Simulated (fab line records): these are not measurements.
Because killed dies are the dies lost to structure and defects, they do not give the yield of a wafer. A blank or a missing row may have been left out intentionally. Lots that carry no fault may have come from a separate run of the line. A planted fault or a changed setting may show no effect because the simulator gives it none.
A struck lot beside a sound one / flow sky130 / 15 steps out of a route of 708
Sound: wafers L889.1, L889.3, L889.6. The struck wafers were L895.2, L895.3. Last of all comes the cause.
Order at every step that has rows: each side's tool, ch and its chambers, its first start. Under that, the readings that differ: sound wafers / struck wafers / difference of the means / sigmas: that difference in standard deviations of wafers without a fault.
alike: a reading whose means differ by less than 2 such deviations, as well as words and numbers matching on both sides. not compared: withheld readings; readings where some wafer has no value; bounds like >300 that might hide an equal value; numbers whose values overlap and for which the record gives no deviation.
The two part at a step that has a row with sigmas, a row that says differs or no value, or rows on one side only. Numbers that don't overlap but have no deviation are shown without sigmas and don't part them. A reading that every wafer of one side lacks parts them only if that side has two wafers or more.

SKY_LOCAL_INTERCONNECT_THK_MEAS_02: measures by xrf.
  sound on film metro-03 at day 30 02:29; struck on film metro-01 at day 33 03:01
  alike: LOCAL_INTERCONNECT_TIN_THK
then, 8 steps without rows for these wafers: SKY_LOCAL_INTERCONNECT_DEHYDRATE_03 (time 60 s); SKY_LOCAL_INTERCONNECT_HMDS_04 (prime time 60 s); SKY_LOCAL_INTERCONNECT_COAT_05 (resist thk 60 nm); SKY_LOCAL_INTERCONNECT_COAT_06 (resist thk 450 nm); SKY_LOCAL_INTERCONNECT_SOFTBAKE_07 (time 90 s); SKY_LOCAL_INTERCONNECT_EXPOSE_08 (exposes mask LI1M, target cd 170 nm); SKY_LOCAL_INTERCONNECT_PEB_09; SKY_LOCAL_INTERCONNECT_DEVELOP_10 (develop time 60 s).
SKY_LOCAL_INTERCONNECT_CD_MEAS_11: the cd target is 170 nm.
  sound on cd sem-01 at day 31 06:05; struck on cd sem-02 at day 34 04:56
  alike: cd nm
SKY_LOCAL_INTERCONNECT_OVL_MEAS_12:
  sound on overlay-02 at day 31 06:12; struck on overlay-01 at day 34 05:03
  alike: LOCAL_INTERCONNECT_OVL
SKY_LOCAL_INTERCONNECT_ETCH_13: etches BARC in N2/H2, stops on SiO2, time 45.9 s, target depth 60 nm.
  sound on rie metal-01 ch 0,1, day 31 06:14; struck on rie metal-01 ch 0, day 34 05:05
reading=bias w (W); sound=100.36 100.30 100.34; struck=99.63 99.67; difference=-0.68; sigmas=-2
  alike: drypump motor current A, oes product au, throttle valve pct
  not compared: rf hours counter h
SKY_LOCAL_INTERCONNECT_METAL_ETCH_14: etches TiN in Cl2/BCl3, stops on PSG, target depth 110 nm, time 31.4 s.
  sound on rie metal-01 ch 0,1, day 31 06:18; struck on rie metal-01 ch 0, day 34 05:08
reading=model.KrF-thick_of_LOCAL_INTERCONNECT_COAT_06.thk nm (nm); sound=348.4 346.6 348.4; struck=334.6 333.3; difference=-13.8; sigmas=
reading=model.LOCAL_INTERCONNECT.feature depth nm (nm); sound=99.95 99.01 100.7; struck=109 109.1; difference=+9; sigmas=
reading=model.PSG_of_LI_CONTACT_HDPCVD_00.thk nm (nm); sound=589 590.2 588.6; struck=580.5 581.5; difference=-8.3; sigmas=
  alike: bias w, drypump motor current A, oes product au, throttle valve pct
  not compared: rf hours counter h
SKY_LOCAL_INTERCONNECT_STRIP_15: strips in O2/N2.
  sound on plasma asher-01 ch 1, day 31 06:21; struck on plasma asher-01 ch 0,1, day 34 05:11
reading=o2 flow sccm (sccm); sound=2988 2987 2995; struck=3020 3012; difference=+26; sigmas=+3
reading=strip time to endpoint s (s); sound=4.727 4.708 4.721; struck=4.572 4.562; difference=-0.152; sigmas=-8
  alike: drypump motor current A, oes product au
  not compared: rf hours counter h
then, 1 step without rows for these wafers: SKY_LOCAL_INTERCONNECT_STRIP_16 (strips in post etch residue remover, time 1200 s).

## WHERE THEY PART
Last at SKY_LOCAL_INTERCONNECT_STRIP_15 as far as this record goes, first at SKY_LOCAL_INTERCONNECT_ETCH_13.

WHY: whatever the simulator had introduced
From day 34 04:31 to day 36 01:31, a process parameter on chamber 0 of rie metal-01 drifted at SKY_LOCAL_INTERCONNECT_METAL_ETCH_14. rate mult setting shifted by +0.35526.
